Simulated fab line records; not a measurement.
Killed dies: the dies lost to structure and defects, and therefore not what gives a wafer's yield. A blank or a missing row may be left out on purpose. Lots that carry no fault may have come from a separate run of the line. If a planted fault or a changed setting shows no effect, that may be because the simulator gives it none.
fab line records    flow sky130
record lots=13  wafers=39  last_day=50
route steps=708 shown NWELL@73 POLY_CUT@317 LI_CONTACT@377
lots that met no fault: from a run of the same line without faults
start_h: start of the lot's first displayed wafer, in hours after the record's first day    wait_h: hours elapsed since this lot's preceding step    " as in the row above    L1.1+2: a single row standing in for several wafers    - no value, or no start given    * or withheld: withheld    < > ~ a bound
route shown NAME@n: a module of which the file shows steps, and the number in the route of the first    usual: average and standard deviation across the fault-free wafers    same: alike in all rows    chamber/n: place in a boat    sites: the reading at each site    _std_site: how widely they spread, as a standard deviation    _edge_site: mean of outer sites minus mean of inner sites    radius_mm: for every site, how far away it sits from the centre of the wafer    mask NAME#n: copy n    behind: the most recent tool/chamber to have shaped the wafer    hold: why the lot went on hold/how many hours it stayed there/how the hold came to an end    device: the transistor (n, p or np) that didn't switch    end of line: the route-end tests of the same wafers    step lacking rows: just its recipe    killed: the dies lost at the first sort to structure and to defects; this is not the yield of the wafer    map: dies across one wafer; x = killed, . = not, _ = none there
set.NAME: the run value of the setting; set.NAME@STEP: its run value at that earlier step    model.NAME: the simulator's own value behind a step, which no gauge read
a sample of lots followed through the steps of the route, with each step as a table and each wafer as a row
services: when a tool's chamber went out of use (start_h, in hours from the record's first day, below 0 if earlier), for how many hours, and the reason
## steps
# step SKY_NWELL_EXPOSE_20
# recipe mask_id=NWM_COMPLEMENT  na=0.6  source_shape=conventional  sigma_outer=0.6  polarization=unpolarized  target_cd_nm=840  dose_mj=260
lot.wafer   tool              chamber  start_h  wait_h  mask
L930.2+3+5  iline_stepper-02  0        93.23    -       NWM_COMPLEMENT#0
L931.1+5+6  iline_stepper-01  0        106.31   -       NWM_COMPLEMENT#0
L932.1+2+4  iline_stepper-01  0        111.89   -       NWM_COMPLEMENT#0
L933.2+4+5  iline_stepper-01  0        117.31   -       NWM_COMPLEMENT#0
L934.1+2+5  iline_stepper-02  0        117.75   -       NWM_COMPLEMENT#0
L935.1+4+6  iline_stepper-01  0        120.90   -       NWM_COMPLEMENT#0
L938.2+5+6  iline_stepper-02  0        141.68   -       NWM_COMPLEMENT_R1#0
L942.3+4+5  iline_stepper-02  0        167.60   -       NWM_COMPLEMENT#0
L944.1+4+6  iline_stepper-02  0        176.73   -       NWM_COMPLEMENT#0
L947.1+2+6  iline_stepper-01  0        197.95   -       NWM_COMPLEMENT#0
L948.1+3+6  iline_stepper-02  0        201.73   -       NWM_COMPLEMENT#0
L951.1+4+6  iline_stepper-02  0        219.39   -       NWM_COMPLEMENT#0
L953.2+3+4  iline_stepper-02  0        236.33   -       NWM_COMPLEMENT#0
# step SKY_NWELL_OVL_MEAS_23
# usual NWELL_01_OVL=0.8/1.4
lot.wafer  tool        chamber  start_h  wait_h  NWELL_01_OVL[nm]
L930.2     overlay-01  -        101.94   -       3.0
L930.3     "           -        "        "       0.7
L930.5     "           -        "        "       3.1
L931.1     overlay-01  -        115.39   -       0.9
L931.5     "           -        "        "       2.0
L931.6     "           -        "        "       1.8
L932.1     overlay-02  -        120.44   -       0.2
L932.2     "           -        "        "       0.5
L932.4     "           -        "        "       1.2
L933.2     overlay-01  -        125.28   -       2.0
L933.4     "           -        "        "       2.4
L933.5     "           -        "        "       2.4
L934.1     overlay-01  -        125.59   -       -1.5
L934.2     "           -        "        "       -1.7
L934.5     "           -        "        "       0.4
L935.1     overlay-01  -        128.48   -       1.4
L935.4     "           -        "        "       0.3
L935.6     "           -        "        "       2.7
L938.2     overlay-01  -        150.98   -       3.0
L938.5     "           -        "        "       1.3
L938.6     "           -        "        "       1.9
L942.3     overlay-02  -        178.20   -       3.5
L942.4     "           -        "        "       3.0
L942.5     "           -        "        "       3.4
L944.1     overlay-01  -        186.34   -       0.9
L944.4     "           -        "        "       0.4
L944.6     "           -        "        "       0.3
L947.1     overlay-01  -        207.88   -       1.0
L947.2     "           -        "        "       0.0
L947.6     "           -        "        "       1.9
L948.1     overlay-01  -        211.98   -       -1.7
L948.3     "           -        "        "       0.4
L948.6     "           -        "        "       0.6
L951.1     overlay-02  -        229.99   -       0.6
L951.4     "           -        "        "       -0.7
L951.6     "           -        "        "       -2.0
L953.2     overlay-01  -        247.86   -       -1.7
L953.3     "           -        "        "       -1.7
L953.4     "           -        "        "       0.3
# step SKY_POLY_CUT_ETCH_10
# recipe chemistry=N2/H2  target=BARC  ion_energy_ev=200  source_w=500  bias_w=100  pressure_mtorr=30  n2_flow_sccm=100  h2_flow_sccm=200  stop_on=SiO2  time_s=45.9  target_depth_a=600
# usual drypump_motor_current_A=5.8/0.42  oes_product_au=0.856/0.0046  throttle_valve_pct=13.224/0.0089
lot.wafer  tool         chamber  start_h  wait_h  drypump_motor_current_A  oes_product_au  rf_hours_counter_h  throttle_valve_pct
L930.2     rie_diel-03  0        552.34   0.0     5.4                      0.864           75                  13.220
L930.3     "            2        "        "       5.7                      0.855           4                   13.224
L930.5     "            3        "        "       4.9                      0.852           -                   13.229
L932.1     rie_diel-04  3        579.01   0.0     5.9                      0.865           52                  13.217
L932.2     "            1        "        "       5.7                      0.859           12                  13.204
L932.4     "            0        "        "       5.9                      0.855           1                   13.220
L931.1     rie_diel-01  0        580.88   0.0     6.0                      0.856           66                  13.204
L931.5     "            0        "        "       6.0                      0.855           -                   13.215
L931.6     "            3        "        "       6.0                      0.867           -                   13.220
L933.2     rie_diel-03  0        586.54   0.0     5.4                      0.860           76                  13.218
L933.4     "            1        "        "       6.0                      0.857           6                   13.200
L933.5     "            3        "        "       4.9                      0.849           -                   13.225
L934.1     rie_diel-01  3        587.01   0.0     6.0                      0.863           1                   13.238
L934.2     "            1        "        "       6.6                      0.853           1                   13.235
L934.5     "            3        "        "       6.0                      0.865           -                   13.247
L935.1     rie_diel-04  0        602.29   0.0     5.9                      0.857           1                   13.217
L935.4     "            3        "        "       5.9                      0.856           53                  13.232
L935.6     "            2        "        "       5.6                      0.858           -                   13.211
L938.2     rie_diel-01  2        628.91   0.0     5.6                      0.854           13                  13.224
L938.5     "            3        "        "       6.0                      0.866           -                   13.233
L938.6     "            2        "        "       5.6                      0.854           -                   13.228
L942.3     rie_diel-03  0        669.86   0.0     5.4                      0.853           2                   13.228
L942.4     "            3        "        "       4.9                      0.854           6                   13.231
L942.5     "            2        "        "       5.7                      0.858           -                   13.227
L944.1     rie_diel-01  0        680.53   0.0     6.0                      0.853           1                   13.207
L944.4     "            1        "        "       6.6                      0.854           3                   13.227
L944.6     "            1        "        "       6.6                      0.850           -                   13.226
L948.1     rie_diel-01  0        706.36   0.0     6.0                      0.864           2                   13.229
L948.3     "            1        "        "       6.6                      0.862           4                   13.217
L948.6     "            0        "        "       6.0                      0.859           -                   13.230
L947.1     rie_diel-03  3        708.99   0.0     4.9                      0.849           8                   13.223
L947.2     "            1        "        "       6.1                      0.858           10                  13.214
L947.6     "            3        "        "       4.9                      0.845           -                   13.209
L951.1     rie_diel-03  1        727.43   0.0     6.1                      0.859           10                  13.228
L951.4     "            3        "        "       4.9                      0.854           8                   13.235
L951.6     "            2        "        "       5.7                      0.857           -                   13.212
L953.2     rie_diel-03  2        748.28   0.0     5.7                      0.852           8                   13.219
L953.3     "            3        "        "       4.9                      0.861           9                   13.206
L953.4     "            1        "        "       6.1                      0.854           11                  13.223
# step SKY_LI_CONTACT_ETCH_15
# recipe target=PSG  chemistry=C4F8/O2/Ar  stop_on=Si  taper_deg=4.15  mask_material=KrF-thick  source_w=1500  bias_w=1200  pressure_mtorr=40  c4f8_flow_sccm=withheld  O2_flow_sccm=6  Ar_flow_sccm=300  time_s=withheld  target_depth_a=6000
# usual oes_product_au=0.837/0.0049
lot.wafer  tool         chamber  start_h  wait_h  oes_product_au
L930.2     rie_diel-02  2        670.98   0.0     0.839
L930.3     "            3        "        "       0.839
L930.5     "            1        "        "       0.833
L932.1     rie_diel-04  1        695.10   0.0     0.835
L932.2     "            2        "        "       0.838
L932.4     "            1        "        "       0.836
L931.1     rie_diel-03  1        698.70   0.0     0.842
L931.5     "            3        "        "       0.836
L931.6     "            0        "        "       0.834
L933.2     rie_diel-02  3        702.13   0.0     0.826
L933.4     "            0        "        "       0.841
L933.5     "            3        "        "       0.833
L934.1     rie_diel-03  2        703.75   0.0     0.847
L934.2     "            3        "        "       0.834
L934.5     "            2        "        "       0.841
L935.1     rie_diel-02  2        718.83   0.0     0.844
L935.4     "            3        "        "       0.838
L935.6     "            3        "        "       0.840
L938.2     rie_diel-02  0        742.87   0.0     0.833
L938.5     "            3        "        "       0.824
L938.6     "            2        "        "       0.830
L942.3     rie_diel-04  0        782.88   0.0     0.837
L942.4     "            1        "        "       0.838
L942.5     "            0        "        "       0.839
L944.1     rie_diel-03  1        792.10   0.0     0.835
L944.4     "            0        "        "       0.833
L944.6     "            2        "        "       0.836
L948.1     rie_diel-02  0        814.95   0.0     0.842
L948.3     "            2        "        "       0.842
L948.6     "            1        "        "       0.840
L947.1     rie_diel-03  3        819.43   0.0     0.837
L947.2     "            1        "        "       0.838
L947.6     "            0        "        "       0.836
L951.1     rie_diel-03  1        836.60   0.0     0.834
L951.4     "            0        "        "       0.829
L951.6     "            0        "        "       0.836
L953.2     rie_diel-03  0        856.42   0.0     0.835
L953.3     "            3        "        "       0.841
L953.4     "            1        "        "       0.836
## services
tool              chamber  start_h  hours  kind
rie_diel-03       3        100.24   3.9    repair
rie_diel-03       -        112.41   2.8    pm
rie_diel-01       3        118.86   7.7    repair
iline_stepper-02  -        143.45   13.1   repair
rie_diel-02       3        143.46   5.8    repair
rie_diel-02       2        150.53   2.6    repair
rie_diel-03       3        213.20   22.7   repair
iline_stepper-02  -        248.26   10.2   repair
rie_diel-03       2        255.97   3.2    repair
iline_stepper-02  -        267.67   0.6    repair
rie_diel-03       3        292.13   6.6    repair
iline_stepper-02  -        340.29   8.9    pm
iline_stepper-02  -        349.18   1.7    pm
rie_diel-03       0        393.66   2.5    repair
rie_diel-03       2        490.01   17.9   repair
iline_stepper-02  -        521.48   4.4    pm
iline_stepper-02  -        555.59   2.1    pm
iline_stepper-02  -        559.46   1.7    pm
rie_diel-03       2        613.92   32.2   repair
rie_diel-03       3        619.54   18.7   repair
rie_diel-03       0        628.94   4.5    repair
rie_diel-03       2        720.22   1.3    repair
iline_stepper-02  -        777.64   1.7    pm
rie_diel-03       -        852.50   1.5    repair
## key
first_sign step=SKY_NWELL_EXPOSE_20  reading=mask  direction=changed
effect none on later readings
met_at SKY_NWELL_EXPOSE_20
struck_lots L938
tester_left_out L938
not_acting_at SKY_NWELL_OVL_MEAS_23,SKY_POLY_CUT_ETCH_10,SKY_LI_CONTACT_ETCH_15
onset_between 117.75 141.68
fault kind=wrong_mask  tool=any  chamber=-  onset_h=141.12  steps=SKY_NWELL_EXPOSE_20  aux_copy=NWM_COMPLEMENT_R1#0  cd_offset_nm=-101  scope=struck_lots_only
# tester_left_out: of these lots the tester's yield and bins aren't shown, on N5 and GAA mostly nor the transistor test; their killed dies are dies lost to structure and defects alone, not to doping, threshold or leakage, so they don't give the yield
